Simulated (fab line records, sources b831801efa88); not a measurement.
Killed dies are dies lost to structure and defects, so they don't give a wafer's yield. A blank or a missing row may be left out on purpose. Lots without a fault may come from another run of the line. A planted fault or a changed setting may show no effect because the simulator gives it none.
Which tool did it? | flow sky130 | 13 lots, 39 wafers sampled, at 5 steps of a route of 708

WHAT THE GAUGES READ, wafer by wafer
SKY_FIELD_ISO_BOW_MEAS_00. Usual: INCOMING_BOW 0 um, standard deviation 6.7.
lot  | measured    | on            | INCOMING_BOW (um) | flag
L612 | day 1 10:00 | film_metro-04 | 2 4 6             |
L613 | day 1 15:02 | film_metro-02 | 4 8 -13           |
L614 | day 1 20:01 | film_metro-04 | -1 -2 11          |
L615 | day 2 01:00 | film_metro-02 | -9 4 -13          |
L617 | day 2 11:00 | film_metro-02 | 2 1 8             |
L620 | day 3 02:00 | film_metro-01 | -2 12 4           |
L622 | day 3 12:00 | film_metro-04 | 3 2 7             |
L623 | day 3 17:01 | film_metro-02 | -7 -5 0           |
L628 | day 4 18:01 | film_metro-01 | -9 2 4            |
L629 | day 4 23:00 | film_metro-04 | 2 -1 2            |
L630 | day 5 04:02 | film_metro-04 | -1 -3 -17         |
L632 | day 5 14:00 | film_metro-04 | 0 8 -10           |
L634 | day 6 00:00 | film_metro-04 | -5 2 -5           |

SKY_NWELL_OVL_MEAS_23. Usual: NWELL_01_OVL 0.8 nm, standard deviation 1.4.
lot  | measured     | on         | NWELL_01_OVL (nm) | flag
L612 | day 5 13:13  | overlay-02 | 2.5 3.0 -0.1      |
L613 | day 5 18:07  | overlay-01 | 0.4 1.5 2.3       |
L614 | day 6 00:34  | overlay-02 | -0.1 2.8 0.1      |
L615 | day 6 08:01  | overlay-02 | -0.6 0.0 0.6      |
L617 | day 6 15:49  | overlay-02 | -92.5 -92.5 -93.3 | OFF
L620 | day 7 13:54  | overlay-01 | -94.7 -96.0 -95.8 | OFF
L622 | day 7 22:01  | overlay-02 | -92.7 -96.1 -94.4 | OFF
L623 | day 8 00:33  | overlay-02 | -91.2 -91.6 -90.5 | OFF
L628 | day 9 10:16  | overlay-01 | -0.9 0.7 0.5      |
L629 | day 9 23:40  | overlay-02 | 3.3 1.8 1.2       |
L630 | day 9 22:55  | overlay-01 | -3.9 -1.0 -1.1    |
L632 | day 10 11:28 | overlay-02 | 1.4 -0.9 -1.3     |
L634 | day 11 00:10 | overlay-02 | -0.9 -0.7 -1.1    |

SKY_NWELL_RS_MEAS_31: measures by four-point-probe. Usual: PWDE_RS 5266 ohm/sq, standard deviation 16.
lot  | measured     | on            | PWDE_RS (ohm/sq) | flag
L612 | day 5 13:57  | film_metro-02 | 5263 5281 5274   |
L613 | day 5 18:53  | film_metro-01 | 5247 5268 5273   |
L614 | day 6 01:19  | film_metro-02 | 5226 5251 5259   |
L615 | day 6 08:45  | film_metro-02 | 5261 5254 5270   |
L617 | day 6 16:33  | film_metro-02 | 5299 5296 5274   |
L620 | day 7 14:38  | film_metro-02 | 5294 5297 5275   |
L622 | day 7 22:45  | film_metro-02 | 5294 5295 5288   |
L623 | day 8 01:18  | film_metro-02 | 5268 5276 5275   |
L628 | day 9 11:01  | film_metro-02 | 5254 5265 5256   |
L629 | day 10 00:24 | film_metro-02 | 5257 5260 5268   |
L630 | day 9 23:41  | film_metro-02 | 5270 5260 5246   |
L632 | day 10 12:16 | film_metro-03 | 5300 5269 5276   |
L634 | day 11 00:54 | film_metro-02 | 5261 5243 5246   |

SKY_VT_ADJUST_HVTR_CD_MEAS_07: target cd 380 nm. Usual: cd_nm 380.8 nm, standard deviation 3.
lot  | measured     | on        | cd_nm (nm)        | flag
L612 | day 9 17:54  | cd_sem-02 | 383.6 381.1 382.2 |
L613 | day 9 22:53  | cd_sem-02 | 378.9 379.0 380.1 |
L614 | day 10 06:58 | cd_sem-02 | 381.5 381.1 384.8 |
L615 | day 10 16:49 | cd_sem-01 | 383.6 382.6 384.1 |
L617 | day 11 02:22 | cd_sem-02 | 377.2 376.4 378.4 |
L620 | day 12 04:36 | cd_sem-01 | 383.1 381.3 385.1 |
L622 | day 12 16:14 | cd_sem-02 | 376.5 376.2 377.3 |
L623 | day 12 18:53 | cd_sem-02 | 378.2 378.5 381.4 |
L628 | day 14 09:49 | cd_sem-01 | 380.2 380.0 378.9 |
L629 | day 15 03:42 | cd_sem-02 | 378.7 378.9 380.6 |
L630 | day 15 03:00 | cd_sem-02 | 380.8 379.2 379.8 |
L632 | day 15 18:10 | cd_sem-02 | 381.7 381.7 382.9 |
L634 | day 16 09:06 | cd_sem-01 | 388.2 387.2 386.9 |

WHICH TOOL RAN EACH LOT (tool, then ch and the chambers of the sampled wafers, then the start)
lot  | SKY_NWELL_EXPOSE_20
L612 | iline_stepper-02 ch 0, day 5 04:02
L613 | iline_stepper-01 ch 0, day 5 08:43
L614 | iline_stepper-02 ch 0, day 5 15:29
L615 | iline_stepper-02 ch 0, day 5 23:37
L617 | iline_stepper-01 ch 0, day 6 06:43
L620 | iline_stepper-01 ch 0, day 7 04:02
L622 | iline_stepper-01 ch 0, day 7 12:26
L623 | iline_stepper-01 ch 0, day 7 15:08
L628 | iline_stepper-02 ch 0, day 8 23:24
L629 | iline_stepper-02 ch 0, day 9 13:10
L630 | iline_stepper-02 ch 0, day 9 12:12
L632 | iline_stepper-02 ch 0, day 10 00:55
L634 | iline_stepper-02 ch 0, day 10 13:00
- SKY_NWELL_EXPOSE_20: exposes mask NWM COMPLEMENT, target cd 840 nm.

WHAT THE TOOLS THEMSELVES READ (means of the sampled wafers that have a number; where no wafer has one, the mark that the record gives instead)
SKY_NWELL_EXPOSE_20. Usual: reticle_temp_C 22.99 C, standard deviation 0.097.
lot  | tool             | reticle_temp_C (C) | flag
L612 | iline_stepper-02 | 23.04              |
L613 | iline_stepper-01 | 23.01              |
L614 | iline_stepper-02 | 22.88              |
L615 | iline_stepper-02 | 22.90              |
L617 | iline_stepper-01 | 22.97              |
L620 | iline_stepper-01 | 22.92              |
L622 | iline_stepper-01 | 23.00              |
L623 | iline_stepper-01 | 22.88              |
L628 | iline_stepper-02 | 23.07              |
L629 | iline_stepper-02 | 22.98              |
L630 | iline_stepper-02 | 22.94              |
L632 | iline_stepper-02 | 22.97              |
L634 | iline_stepper-02 | 23.07              |

THE ANSWER, worked out from the rows above alone
Rule: a lot is off if the mean of its wafers that have a number lies more than 3 standard deviations from the usual mean. A lot without any number at a reading at which 4 lots or more have one is off too. The other lots that the step has rows for count as sound. The gauges are gone through in route order, then the tools' own readings, and for those a lot's mean is taken as printed above. The first step at which some lot is off is used, and at that step the reading that is off furthest; a lot without a number counts as furthest.
Off: L617, L620, L622, L623, at SKY_NWELL_OVL_MEAS_23 (NWELL_01_OVL).
A tool fits if, at a process step before that reading, it ran every lot that is off, and no sound lot after the first of them. The gauges at SKY_NWELL_OVL_MEAS_23 are tried like those tools. One fits: iline_stepper-01 at SKY_NWELL_EXPOSE_20. Its last sound lot is L613 (day 5 08:43), its first lot that is off L617 (day 6 06:43): a fault that began between those two fits.

WHAT THE SIMULATOR HAD PUT IN
Scanner matching overlay: iline_stepper-01, from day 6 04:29 on, at SKY_NWELL_EXPOSE_20. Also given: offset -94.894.
Lots struck among those shown: L617, L620, L622, L623. The rule above found the same.
